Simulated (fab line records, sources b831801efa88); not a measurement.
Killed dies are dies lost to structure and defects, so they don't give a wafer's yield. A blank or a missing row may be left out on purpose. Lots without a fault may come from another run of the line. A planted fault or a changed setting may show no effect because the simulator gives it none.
One fault seen from 2 desks | flow sky130 | each desk has only its own numbers; what lay behind them comes last

THE METROLOGY DESK
What the gauges read, lot by lot, whatever tool the lot ran on: means of the sampled wafers that have a number. A lot is out of limits, marked OUT, if its mean lies more than 4 standard deviations from the usual mean; the brackets give that distance.
Columns: A = VIA2_W_THK at SKY_VIA2_THK_MEAS_23, usual 433 nm
lot  | first seen here | A
L696 | day 36 03:22    | 431
L698 | day 36 23:13    | 438
L699 | day 37 04:59    | 427
L700 | day 37 12:42    | 431
L701 | day 38 00:40    | 426
L702 | day 38 04:01    | 443
L704 | day 39 01:26    | 436
L705 | day 39 13:40    | 442
L709 | day 40 11:58    | 437
L719 | day 43 15:23    | 423
L718 | day 43 17:07    | 430
This desk's finding: nothing out of limits on any of the 11 lots.

THE TOOL OWNER'S DESK: rie_diel-02
The tool's own readings at SKY_VIA2_ETCH_14 (etches BARC in N2/H2, stops on SiO2, time 45.9 s, target depth 60 nm): means of the sampled wafers that have a number, for each lot that ran on this tool. A lot is out of limits, marked OUT, if its mean lies more than 4 standard deviations from the usual mean; the brackets give that distance.
Columns: A = drypump_motor_current_A at SKY_VIA2_ETCH_14, usual 5.9 A; B = oes_product_au at SKY_VIA2_ETCH_14, usual 0.855 a.u.; C = rf_fwd_power_W at SKY_VIA2_ETCH_14, usual 494.7 W; D = throttle_valve_pct at SKY_VIA2_ETCH_14, usual 13.226 %
lot  | first seen here | A   | B     | C               | D
L699 | day 37 03:58    | 5.8 | 0.857 | 494.5           | 13.220
L701 | day 37 23:40    | 5.8 | 0.855 | 492.5           | 13.219
L704 | day 39 00:25    | 5.8 | 0.855 | 495.2           | 13.229
L705 | day 39 12:25    | 5.7 | 0.848 | 494.2           | 13.217
L718 | day 43 16:07    | 5.9 | 0.860 | 519.9 (+14) OUT | 13.225
This desk's finding: out of limits on L718; first on L718, day 43 16:07 (rf_fwd_power_W at SKY_VIA2_ETCH_14). In limits: L699, L701, L704, L705.

PUT TOGETHER
The tool owner's desk could have raised an alarm at day 43 16:07, on L718.
The metrology desk saw nothing out of limits.
The metrology desk has L718 on record, within its limits.
Of the lots named, all ran SKY_VIA2_ETCH_14 on rie_diel-02.

WHAT THE SIMULATOR HAD PUT IN
Process parameter drift: rie_diel-02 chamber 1, from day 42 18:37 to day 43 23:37, at SKY_VIA2_ETCH_14. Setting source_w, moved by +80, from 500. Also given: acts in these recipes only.
Lots struck among those shown: L718.
Hours from the fault's start to each desk's first reading out of limits: the tool owner's desk, 21.
